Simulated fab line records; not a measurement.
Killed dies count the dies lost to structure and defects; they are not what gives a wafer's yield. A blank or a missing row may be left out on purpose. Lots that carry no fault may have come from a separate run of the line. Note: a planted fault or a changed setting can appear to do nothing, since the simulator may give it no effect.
Problem report in the 8D (eight disciplines) form, filled by code ; flow sky130 ; the parts of the form that need people (team, actions taken, sign-off) are left out

1. WHAT WENT WRONG
LDD_HVN_TW at SKY_LDD_HVN_TW_MEAS_10 reads a mean of 1356 on 6 wafers of 2 lots; wafers without a fault read 1433 with a standard deviation of 12. Measured from the usual mean, that is -6.4 standard deviations.
Seen first at day 23 16:58 on film_metro-01, wafer L568.1. At this step, 36 wafers from 12 lots have a number in the record. Rule for "out", or "out of limits": more than 4 standard deviations from the usual mean. Any other wafer with a number is counted as sound.

2. WHAT IT IS, AND WHAT IT ISN'T
question;is;is not
which readings at this step;LDD_HVN_TW;-
which lots;L568, L571;L560, L561, L564, L572, L574, L577, L578, L580, L581, L582
which wafers of those lots;all that have a number;-
read on which gauges;film_metro-01, film_metro-04;film_metro-02
when;from day 23 16:58;"up to then (9 sound wafers); but 21 sound wafers of L572, L574, L577, L578, L580, L581, L582 came after"

3. SUSPECTS, AND WHAT RULES EACH OUT
Counting: any tool at a process step up to the reading is kept as a suspect provided that every lot that is out went through it and no sound lot did after the first of them.
- the gauge at SKY_LDD_HVN_TW_MEAS_10: ruled out. 2 gauges (film_metro-01, film_metro-04) read the wafers that are out.
- plasma_asher-02 at SKY_SONOS_ONO_STRIP_17 (strips in O2/N2): ruled out as a lasting fault. Following L568 (day 15 16:40), the first lot on it that is out, the sound lots L574, L581 were run on it.
- implanter-02 at SKY_LDD_HVN_IMPLANT_08: ruled out as a lasting fault. Following L568 (day 23 16:43), the first lot on it that is out, the sound lots L580, L581, L582 were run on it.
Left after counting: nothing in the record.

4. THE CAUSE (what the simulator had put in)
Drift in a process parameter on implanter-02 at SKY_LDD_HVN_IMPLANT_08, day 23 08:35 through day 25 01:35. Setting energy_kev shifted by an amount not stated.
The count ruled it out by mistake, since the rule takes a fault to strike every lot its tool runs from the start of the fault on, and this one did not do so.

5. SEQUENCE OF EFFECTS, ordered by route
Each row: a reading where the mean over the struck wafers with a number is more than 3 standard deviations away from the usual. Only readings whose record carries a usual standard deviation are examined. hours: median over the lots of the time between each lot's start at the first step of this table that gives one and its start at this step. sigmas: the change, counted in usual standard deviations.
hours;step;reading;usual;on struck wafers;change;sigmas
0;SKY_LDD_HVN_IMPLANT_08;beam_energy_keV;60.000;48.927;-11.073;-99 or more
0;SKY_LDD_HVN_TW_MEAS_10;LDD_HVN_TW;1433;1356;-77;-6.4
The process steps in it:
- SKY_LDD_HVN_IMPLANT_08

6. WHAT WOULD HAVE CAUGHT IT SOONER
Counted from the fault's start at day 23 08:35, it took 8 hours until the first out-of-limits reading at a measuring or inspecting step in this record, taken at day 23 16:58.
Tool's own readings at SKY_LDD_HVN_IMPLANT_08, beam_energy_keV: out on all struck wafers the step has rows for; an alarm limit on them would have tripped on the first.
